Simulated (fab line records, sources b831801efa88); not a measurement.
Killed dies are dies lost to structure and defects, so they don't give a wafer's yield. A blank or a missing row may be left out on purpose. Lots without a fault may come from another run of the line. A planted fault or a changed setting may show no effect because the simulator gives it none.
Which tool did it? | flow gf180mcu | 14 lots, 42 wafers sampled, at 4 steps of a route of 602

WHAT THE GAUGES READ, wafer by wafer
GF_POLY_GATE_OVL_MEAS_11. Usual: POLY_GATE_OVL -3 nm, standard deviation 7.6.
lot  | measured     | on         | POLY_GATE_OVL (nm) | flag
L242 | day 9 14:09  | overlay-02 | 1 9 0              |
L243 | day 10 01:42 | overlay-02 | 1 1 2              |
L244 | day 10 15:35 | overlay-01 | 6 4 -2             |
L246 | day 11 08:48 | overlay-02 | -13 -2 -5          |
L247 | day 11 15:48 | overlay-01 | 5 8 8              |
L249 | day 11 23:03 | overlay-01 | 1 -1 -5            |
L251 | day 12 10:26 | overlay-02 | -5 -8 -4           |
L256 | day 14 01:19 | overlay-01 | -12 -12 -17        |
L260 | day 15 07:50 | overlay-01 | 2 3 11             |
L262 | day 15 15:46 | overlay-02 | -6 -3 -7           |
L263 | day 16 08:46 | overlay-02 | -7 -13 -3          |
L264 | day 16 08:28 | overlay-01 | 8 14 14            |

GF_HV_LDD_OVL_MEAS_20. Usual: HV_LDD_01_OVL 0.5 nm, standard deviation 1.3.
lot  | measured     | on         | HV_LDD_01_OVL (nm) | flag
L242 | day 11 04:14 | overlay-01 | 2.6 3.4 1.7        |
L243 | day 11 17:14 | overlay-02 | -1.7 -0.5 0.0      |
L244 | day 12 08:06 | overlay-02 | 0.7 -1.1 -1.6      |
L246 | day 13 03:00 | overlay-02 | 0.6 2.7 0.7        |
L247 | day 13 09:36 | overlay-02 | -0.7 0.6 -0.5      |
L249 | day 13 18:23 | overlay-01 | -0.2 0.7 1.8       |
L251 | day 14 04:31 | overlay-01 | 0.4 -0.6 -0.8      |
L256 | day 16 04:11 | overlay-02 | 0.3 2.9 3.4        |
L260 | day 17 06:38 | overlay-01 | 2.6 0.7 1.1        |
L262 | day 17 15:41 | overlay-01 | -0.3 1.7 0.8       |
L263 | day 18 10:14 | overlay-01 | 2.0 0.8 1.8        |
L264 | day 18 09:05 | overlay-01 | 1.1 0.4 2.1        |

WHICH TOOL RAN EACH LOT (tool, then ch and the chambers of the sampled wafers, then the start)
lot  | GF_STI_WET_ETCH_27             | GF_POLY_GATE_ETCH_12
L242 | wet_bench-03 ch 2, day 2 09:12 | rie_diel-04 ch 0,2,3, day 9 14:11
L243 | wet_bench-03 ch 0, day 2 16:13 | rie_diel-04 ch 0,3, day 10 01:44
L244 | wet_bench-04 ch 0, day 2 21:56 | rie_diel-04 ch 1,2, day 10 15:37
L246 | wet_bench-02 ch 3, day 3 08:44 | rie_diel-01 ch 1,2,3, day 11 08:50
L247 | wet_bench-04 ch 1, day 3 18:25 | rie_diel-03 ch 1,2, day 11 15:50
L249 | wet_bench-03 ch 3, day 3 23:51 | rie_diel-01 ch 0,2, day 11 23:05
L251 | wet_bench-04 ch 0, day 4 09:14 | rie_diel-01 ch 0,1,3, day 12 10:28
L252 | wet_bench-03 ch 2, day 4 15:43 | -
L253 | wet_bench-04 ch 0, day 4 17:54 | -
L256 | wet_bench-03 ch 1, day 5 11:01 | rie_diel-01 ch 1,2,3, day 14 01:21
L260 | wet_bench-02 ch 3, day 6 06:23 | rie_diel-04 ch 0,1, day 15 07:52
L262 | wet_bench-02 ch 0, day 6 17:10 | rie_diel-01 ch 0,1, day 15 15:47
L263 | wet_bench-03 ch 0, day 6 23:02 | rie_diel-01 ch 0,1, day 16 08:48
L264 | wet_bench-02 ch 3, day 7 03:43 | rie_diel-03 ch 0,1,2, day 16 08:29
- GF_STI_WET_ETCH_27: etches Si3N4 in H3PO4, target depth 160 nm, time 1825 s.
- GF_POLY_GATE_ETCH_12: etches BARC in N2/H2.

WHAT THE TOOLS THEMSELVES READ (means of the sampled wafers that have a number; where no wafer has one, the mark that the record gives instead)
GF_STI_WET_ETCH_27. Usual: bath_guard_temp_C 159.9 C, standard deviation 0.42; bath_heat_duty_pct 30 %, standard deviation 3.2.
lot  | tool         | bath_guard_temp_C (C) | bath_heat_duty_pct (%) | flag
L242 | wet_bench-03 | 160.0                 | 28                     |
L243 | wet_bench-03 | 159.3                 | 28                     |
L244 | wet_bench-04 | 160.1                 | 34                     |
L246 | wet_bench-02 | 159.1                 | 32                     |
L247 | wet_bench-04 | 160.0                 | 29                     |
L249 | wet_bench-03 | 159.3                 | 33                     |
L251 | wet_bench-04 | 160.3                 | 35                     |
L252 | wet_bench-03 | -                     | -                      | OFF
L253 | wet_bench-04 | -                     | -                      | OFF
L256 | wet_bench-03 | 160.1                 | 28                     |
L260 | wet_bench-02 | 159.3                 | 30                     |
L262 | wet_bench-02 | 160.7                 | 26                     |
L263 | wet_bench-03 | 159.6                 | 28                     |
L264 | wet_bench-02 | 159.6                 | 31                     |

GF_POLY_GATE_ETCH_12. Usual: bias_w 100.0 W, standard deviation 0.34; chamber_pressure_mTorr 30.000 mTorr, standard deviation 0.028; drypump_motor_current_A 5.6 A, standard deviation 0.47; oes_product_au 0.735 a.u., standard deviation 0.0043; throttle_valve_pct 13.214 %, standard deviation 0.0095.
lot  | tool        | bias_w (W) | chamber_pressure_mTorr (mTorr) | drypump_motor_current_A (A) | oes_product_au (a.u.) | throttle_valve_pct (%) | flag
L242 | rie_diel-04 | 99.9       | 30.007                         | 5.3                         | 0.736                 | 13.206                 |
L243 | rie_diel-04 | 100.1      | 29.994                         | 5.1                         | 0.732                 | 13.208                 |
L244 | rie_diel-04 | 100.1      | 29.995                         | 5.9                         | 0.738                 | 13.209                 |
L246 | rie_diel-01 | 100.1      | 30.001                         | 5.6                         | 0.737                 | 13.206                 |
L247 | rie_diel-03 | 100.0      | 29.992                         | 5.8                         | 0.739                 | 13.205                 |
L249 | rie_diel-01 | 99.8       | 29.983                         | 5.6                         | 0.738                 | 13.221                 |
L251 | rie_diel-01 | 100.5      | 29.973                         | 5.3                         | 0.738                 | 13.213                 |
L256 | rie_diel-01 | 100.0      | 29.985                         | 5.5                         | 0.740                 | 13.211                 |
L260 | rie_diel-04 | 100.1      | 30.009                         | 5.8                         | 0.733                 | 13.206                 |
L262 | rie_diel-01 | 100.4      | 29.975                         | 5.0                         | 0.736                 | 13.215                 |
L263 | rie_diel-01 | 99.9       | 30.014                         | 5.0                         | 0.731                 | 13.218                 |
L264 | rie_diel-03 | 99.8       | 30.004                         | 5.8                         | 0.736                 | 13.218                 |

THE ANSWER, worked out from the rows above alone
Rule: a lot is off if the mean of its wafers that have a number lies more than 3 standard deviations from the usual mean. A lot without any number at a reading at which 4 lots or more have one is off too. The other lots that the step has rows for count as sound. The gauges are gone through in route order, then the tools' own readings, and for those a lot's mean is taken as printed above. The first step at which some lot is off is used, and at that step the reading that is off furthest; a lot without a number counts as furthest.
Off: L252, L253, at GF_STI_WET_ETCH_27 (bath_guard_temp_C). Without a number there: L252, L253.
A tool fits if, at that step or a process step before it, it ran every lot that is off, and no sound lot after the first of them. None of those tried fits.

WHAT THE SIMULATOR HAD PUT IN
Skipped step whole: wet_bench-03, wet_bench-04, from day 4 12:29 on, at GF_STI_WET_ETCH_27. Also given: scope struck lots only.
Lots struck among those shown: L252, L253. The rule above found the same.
